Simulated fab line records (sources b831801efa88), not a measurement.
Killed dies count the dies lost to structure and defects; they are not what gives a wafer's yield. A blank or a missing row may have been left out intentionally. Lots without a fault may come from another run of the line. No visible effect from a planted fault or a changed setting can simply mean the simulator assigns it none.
Which tool is to blame? | flow sky130 | 45 wafers from 15 lots sampled at 2 of the route's 708 steps

## WHAT THE GAUGES SHOWED, per wafer
SKY_METAL4_OVL_MEAS_14. Usual: METAL4_OVL typically reads 0 nm, with standard deviation 5.4.
lot  | measured     | on         | METAL4_OVL (nm) | flag
L499 | day 41 17:28 | overlay-01 | 0 4 12          |
L500 | day 41 20:28 | overlay-02 | -4 1 -2         |
L501 | day 42 09:43 | overlay-02 | -1 -4 5         |
L504 | day 43 11:56 | overlay-01 | -9 -3 -1        |
L503 | day 43 13:14 | overlay-02 | -5 -7 -9        |
L506 | day 44 04:53 | overlay-01 | 7 2 2           |
L508 | day 44 07:10 | overlay-01 | 9 10 3          |
L509 | day 44 14:55 | overlay-01 | -6 -2 -2        |
L510 | day 44 23:14 | overlay-01 | 2 11 -2         |
L511 | day 45 05:22 | overlay-01 | -13 -7 -1       |
L512 | day 45 16:07 | overlay-02 | -2 10 0         |
L513 | day 45 17:58 | overlay-01 | 4 -8 2          |
L514 | day 46 01:25 | overlay-02 | 2 3 2           |
L515 | day 46 08:23 | overlay-02 | 0 4 -5          |
L522 | day 47 18:46 | overlay-02 | 2 1 1           |

## WHAT TOOL EACH LOT RAN ON (gives the tool, then ch and the chambers of the sampled wafers, and finally the start)
lot  | SKY_CAP2M_SPUTTER_02
L499 | pvd-sputter-01, day 39 15:14
L500 | pvd-sputter-04, day 39 18:52
L501 | pvd-sputter-01, day 40 09:35
L504 | pvd-sputter-02, day 41 12:35
L503 | pvd-sputter-04, day 41 14:05
L506 | pvd-sputter-01, day 42 07:58
L508 | pvd-sputter-01, day 42 09:13
L509 | pvd-sputter-01, day 42 17:56
L510 | pvd-sputter-02, day 43 02:26
L511 | pvd-sputter-01, day 43 08:21
L512 | pvd-sputter-01, day 43 20:28
L513 | pvd-sputter-01, day 43 21:16
L514 | pvd-sputter-02, day 44 04:34
L515 | pvd-sputter-04, day 44 12:43
L522 | pvd-sputter-01, day 46 01:20
- SKY_CAP2M_SPUTTER_02: material TiN, target thk 200 nm, time 166.7 s.

## AS READ BY THE TOOLS THEMSELVES (means over the sampled wafers that have a number; for cases with no such wafer, the mark the record gives instead)
SKY_CAP2M_SPUTTER_02. Usual: substrate-temp-c 300.02 C, standard deviation 0.21; throttle-valve-pct 30.1 %, standard deviation 0.81.
lot  | tool           | substrate-temp-c (C) | throttle-valve-pct (%) | flag
L499 | pvd-sputter-01 | 300.23               | 30.0                   |
L500 | pvd-sputter-04 | 299.97               | 31.1                   |
L501 | pvd-sputter-01 | 299.85               | 30.8                   |
L504 | pvd-sputter-02 | 300.04               | 29.1                   |
L503 | pvd-sputter-04 | 300.00               | 31.0                   |
L506 | pvd-sputter-01 | 299.80               | 30.6                   |
L508 | pvd-sputter-01 | 300.15               | 30.1                   |
L509 | pvd-sputter-01 | 299.85               | 29.9                   |
L510 | pvd-sputter-02 | 300.19               | 29.1                   |
L511 | pvd-sputter-01 | 299.85               | 30.3                   |
L512 | pvd-sputter-01 | 300.01               | 30.6                   |
L513 | pvd-sputter-01 | 300.39               | 30.1                   |
L514 | pvd-sputter-02 | 300.10               | 28.7                   |
L515 | pvd-sputter-04 | 300.08               | 30.6                   |
L522 | pvd-sputter-01 | 299.99               | 30.7                   |

## THE ANSWER, worked out from the rows above alone
Rule: lot off if the mean of its wafers having a number is beyond 3 standard deviations from the usual mean. Also off: a lot with no number at a reading for which 4 or more lots have one. Any other lot the step has rows for is counted as sound. First the gauges in route order, then the tools' own readings, where a lot's mean is used as printed above. At the first step where some lot is off, the reading lying furthest off is the one used; lots without a number count as furthest.
None of the lots is off at any reading shown; this tells nothing.

## WHAT THE SIMULATOR PUT IN
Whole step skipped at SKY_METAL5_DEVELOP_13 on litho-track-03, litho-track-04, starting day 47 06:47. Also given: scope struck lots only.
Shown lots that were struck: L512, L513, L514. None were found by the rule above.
